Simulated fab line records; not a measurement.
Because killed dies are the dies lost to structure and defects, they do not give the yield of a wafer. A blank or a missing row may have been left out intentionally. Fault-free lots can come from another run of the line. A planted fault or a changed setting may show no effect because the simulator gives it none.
Struck lot and sound lot, side by side || flow sky130 || 14 out of 708 route steps
Sound: the wafers L418.2, L418.4, L418.6. Wafers struck: L431.1, L431.3, L431.5. The cause is given at the end.
At each step with rows: each side's tool, then ch and its chambers, then its first start. Under that, the readings that differ: sound wafers || struck wafers || difference of the means || sigmas: that difference in standard deviations of wafers without a fault.
alike: same words and numbers on both sides, and readings whose means sit less than 2 such deviations apart. not compared: any withheld reading, any reading some wafer has no value for, any bound like >300 that may hide the same value, and any number with overlapping values for which the record gives no deviation.
Wherever a step has rows on one side only, a row that says differs or no value, or a row with sigmas, the two part there. When numbers do not overlap yet have no deviation, they are printed without sigmas and do not part them. A reading missing from all wafers of one side parts the sides only when that side holds two or more wafers.

first, 8 steps without rows for these wafers: SKY_VIA1_DEHYDRATE_04 (time 60 s); SKY_VIA1_HMDS_05 (prime time 60 s); SKY_VIA1_COAT_06 (resist thk 60 nm); SKY_VIA1_COAT_07 (resist thk 450 nm); SKY_VIA1_SOFTBAKE_08 (time 90 s); SKY_VIA1_EXPOSE_09 (exposes mask VIM, target cd 150 nm); SKY_VIA1_PEB_10; SKY_VIA1_DEVELOP_11 (develop time 60 s).
SKY_VIA1_CD_MEAS_12 targets a cd of 150 nm.
  struck on cd-sem-01, day 38 03:04; sound on cd-sem-01, day 34 02:08
  alike: cd-nm
SKY_VIA1_OVL_MEAS_13:
  struck on overlay-01, day 38 03:11; sound on overlay-02, day 34 02:15
  alike: VIA1_OVL
SKY_VIA1_ETCH_14: etches BARC in N2/H2, stops on SiO2, time 45.9 s, target depth 60 nm.
  sound on rie-diel-03 ch 0,2, day 34 02:17; struck on rie-diel-03 ch 0,1, day 38 03:14
  alike: bias-w, drypump-motor-current-A, h2-flow-sccm, oes-product-au, throttle-valve-pct
  not compared: rf-hours-counter-h
SKY_VIA1_ETCH_15: etches SiO2 in C4F8/O2/Ar, stops on TiN, target depth 351 nm, time 54 s.
  sound on rie-diel-03 ch 0,2, day 34 02:19; struck on rie-diel-03 ch 0,1, day 38 03:16
  alike: bias-w, oes-product-au
  not compared: rf-hours-counter-h
SKY_VIA1_STRIP_16: strips in O2/N2.
  sound on plasma-asher-03 ch 0,1, day 34 02:22; struck on plasma-asher-03 ch 0, day 38 03:19
  no value came back on the struck wafers for chamber-pressure-mTorr (mTorr), drypump-motor-current-A (A), oes-product-au (a.u.), strip-time-to-endpoint-s (s); on the sound wafers chamber-pressure-mTorr (mTorr) reads 1500.0 1501.1 1497.4
{"reading": "model.KrF-thick_of_VIA1_COAT_07.thk-nm (nm)", "sound": "0 0 0", "struck": "326.6 320.4 325.6", "difference": "+324.2", "sigmas": ""}
  not compared: rf-hours-counter-h
then, 1 step without rows for these wafers: SKY_VIA1_STRIP_17 (strips in post etch residue remover, time 1200 s).

## WHERE THEY PART
Only at SKY_VIA1_STRIP_16, within this record.

WHY: whatever the simulator had introduced
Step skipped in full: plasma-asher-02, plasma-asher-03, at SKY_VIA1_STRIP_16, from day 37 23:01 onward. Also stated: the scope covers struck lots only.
